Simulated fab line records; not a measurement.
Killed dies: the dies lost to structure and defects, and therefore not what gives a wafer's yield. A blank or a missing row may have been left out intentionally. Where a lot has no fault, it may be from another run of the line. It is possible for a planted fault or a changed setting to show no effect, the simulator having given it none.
Comparing a struck lot with a sound one | flow sky130 | 44 out of 708 route steps
Sound: wafers L631.2, L631.4, L631.6. Struck: wafers L625.1, L625.2, L625.4. At the end, the cause is stated.
For every step that has rows: the tool of each side, followed by ch and its chambers, followed by its first start. Under that, the readings that differ: sound wafers | struck wafers | difference of the means | sigmas: that difference in standard deviations of wafers without a fault.
alike: readings with means less than 2 such deviations apart, plus words and numbers identical on both sides. not compared: withheld readings, readings lacking a value on some wafer, bounds such as >300 that could conceal the same value, and numbers that have no deviation in the record and whose values overlap.
The two part at a step that has a row with sigmas, a row that says differs or no value, or rows on one side only. Numbers that don't overlap but have no deviation are shown without sigmas and don't part them. A reading missing from all wafers of one side parts the sides only when that side holds two or more wafers.

SKY_VIA2_CD_MEAS_12 targets a cd of 200 nm.
  sound on cd_sem-01, day 41 20:20; struck on cd_sem-01, day 40 10:01
  alike: cd_nm
SKY_VIA2_OVL_MEAS_13:
  sound on overlay-01, day 41 20:27; struck on overlay-02, day 40 10:08
  alike: VIA2_OVL
then, 1 step without rows for these wafers: SKY_VIA2_ETCH_14 (etches BARC in N2/H2, stops on SiO2, time 45.9 s, target depth 60 nm).
SKY_VIA2_ETCH_15: etches SiO2 in C4F8/O2/Ar, stops on TiN, target depth 546 nm, time 84 s.
  sound on rie_diel-04 ch 2,3, day 41 20:31; struck on rie_diel-04 ch 0,1,2, day 40 10:13
  alike: chamber_pressure_mTorr, oes_product_au, rf_fwd_power_W
then, 4 steps without rows for these wafers: SKY_VIA2_STRIP_16 (strips in O2/N2); SKY_VIA2_STRIP_17 (strips in post etch residue remover, time 1200 s); SKY_VIA2_CLEAN_18 (cleans in IPA, time 180 s); SKY_VIA2_CLEAN_19 (cleans in O3/DIW).
SKY_VIA2_SPUTTER_20: material TiN, target thk 20 nm, time 80 s.
  sound on pvd_sputter-01, day 41 21:13; struck on pvd_sputter-04, day 40 10:53
  alike: throttle_valve_pct
then, 1 step without rows for these wafers: SKY_VIA2_CVD_21 (deposits W, target thk 420 nm, time 126.4 s).
SKY_VIA2_RS_MEAS_22: measures by four-point-probe.
  sound on film_metro-03, day 41 21:25; struck on film_metro-03, day 40 11:04
  alike: VIA2_W_RS
SKY_VIA2_THK_MEAS_23: measures by xrf.
  sound on film_metro-03, day 41 21:32; struck on film_metro-03, day 40 11:11
  alike: VIA2_W_THK
SKY_VIA2_CMP_24: polishes, stops on SiO2, t overpolish 20 s, target thk 0 nm.
  sound on cmp-01 ch 0,1, day 41 21:35; struck on cmp-02 ch 0,1,2, day 40 11:15
  reading                                  | sound             | struck            | difference | sigmas
  time_to_endpoint_s (s)                   | 106 103 108       | 60 54 57          | -49        | -13
  model.SiO2_of_VIA2_HDPCVD_00.thk_nm (nm) | 491.5 490.7 490.2 | 487.1 487.7 488.4 | -3.1       |
  alike: motor_current_A, overpolish_run_s
then, 1 step without rows for these wafers: SKY_METAL3_SPUTTER_00 (material Ti, target thk 15 nm, time 10 s).
SKY_METAL3_SPUTTER_01: material TiN, target thk 20 nm, time 16.7 s.
  sound on pvd_sputter-03, day 41 21:55; struck on pvd_sputter-03, day 40 11:34
  alike: throttle_valve_pct
then, 1 step without rows for these wafers: SKY_METAL3_SPUTTER_02 (material AlCu, target thk 735 nm, time 39.1 s).
SKY_METAL3_SPUTTER_03: material Ti, target thk 5 nm, time 3.3 s.
  sound on pvd_sputter-03, day 41 21:58; struck on pvd_sputter-03, day 40 11:38
  alike: throttle_valve_pct
then, 1 step without rows for these wafers: SKY_METAL3_SPUTTER_04 (material TiN, target thk 70 nm, time 58.3 s).
SKY_CAPM_CVD_00: deposits SiO2, target thk 15.5 nm.
  sound on pecvd-02 ch 0,2, day 41 22:02; struck on pecvd-02 ch 0,1, day 40 11:42
  alike: heater_power_w, rf_fwd_power_W
SKY_CAPM_THK_MEAS_01:
  sound on film_metro-04, day 41 22:04; struck on film_metro-03, day 40 11:43
  alike: CAPM_CVD_00_THK
then, 1 step without rows for these wafers: SKY_CAPM_SPUTTER_02 (material TiN, target thk 200 nm, time 166.7 s).
SKY_CAPM_RS_MEAS_03: measures by four-point-probe.
  sound on film_metro-04, day 41 22:15; struck on film_metro-02, day 40 11:53
  alike: CAPM_TIN_RS
SKY_CAPM_THK_MEAS_04: measures by xrf.
  sound on film_metro-04, day 41 22:22; struck on film_metro-02, day 40 12:01
  alike: CAPM_TIN_THK
then, 7 steps without rows for these wafers: SKY_CAPM_DEHYDRATE_05 (time 60 s); SKY_CAPM_HMDS_06 (prime time 60 s); SKY_CAPM_COAT_07 (resist thk 1140 nm); SKY_CAPM_SOFTBAKE_08 (time 60 s); SKY_CAPM_EXPOSE_09 (exposes mask CAPM, target cd 1000 nm); SKY_CAPM_PEB_10; SKY_CAPM_DEVELOP_11 (develop time 60 s).
SKY_CAPM_OVL_MEAS_12:
  sound on overlay-02, day 42 21:44; struck on overlay-01, day 41 11:55
  alike: CAPM_OVL
then, 11 steps without rows for these wafers: SKY_CAPM_METAL_ETCH_13 (etches TiN in Cl2/BCl3, stops on SiO2, target depth 220 nm, time 62.9 s); SKY_CAPM_STRIP_14 (strips in O2/N2); SKY_CAPM_STRIP_15 (strips in post etch residue remover, time 1200 s); SKY_CAPM_CLEAN_16 (cleans in IPA, time 180 s); SKY_CAPM_CLEAN_17 (cleans in O3/DIW); SKY_METAL3_DEHYDRATE_05 (time 60 s); SKY_METAL3_HMDS_06 (prime time 60 s); SKY_METAL3_COAT_07 (resist thk 60 nm); SKY_METAL3_COAT_08 (resist thk 1140 nm); SKY_METAL3_SOFTBAKE_09 (time 90 s); SKY_METAL3_EXPOSE_10 (exposes mask MM3, target cd 300 nm).
SKY_METAL3_METAL_ETCH_18: etches the open film in Cl2/BCl3, stops on SiO2, target depth 845 nm, time 183.1 s.
  sound on rie_metal-04 ch 1, day 43 21:36; struck on rie_metal-01 ch 0,1, day 42 12:20
  reading                                  | sound           | struck            | difference | sigmas
  model.SiO2_of_VIA2_HDPCVD_00.thk_nm (nm) | 465.4 464.5 464 | 461.9 462.3 463.2 | -2.2       |
  alike: chamber_pressure_mTorr, drypump_motor_current_A, oes_product_au, rf_fwd_power_W, throttle_valve_pct
  not compared: rf_hours_counter_h
-- the record jumps here: 6 days lie between the struck wafers' starts before and after (it left off in module METAL3 and takes up again in module PAD_OPEN, whose first step shown is number 708 of the route) --
SKY_PAD_OPEN_PROBE_99:
  record: rows for the struck wafers here (prober-02, day 48 23:56), none for the sound ones

## WHERE THEY PART
At SKY_VIA2_CMP_24 first; at SKY_PAD_OPEN_PROBE_99 last (within this record only).

WHY: the cause the simulator had injected
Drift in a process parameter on cmp-02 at SKY_VIA2_CMP_24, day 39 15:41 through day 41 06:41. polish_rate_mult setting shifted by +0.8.
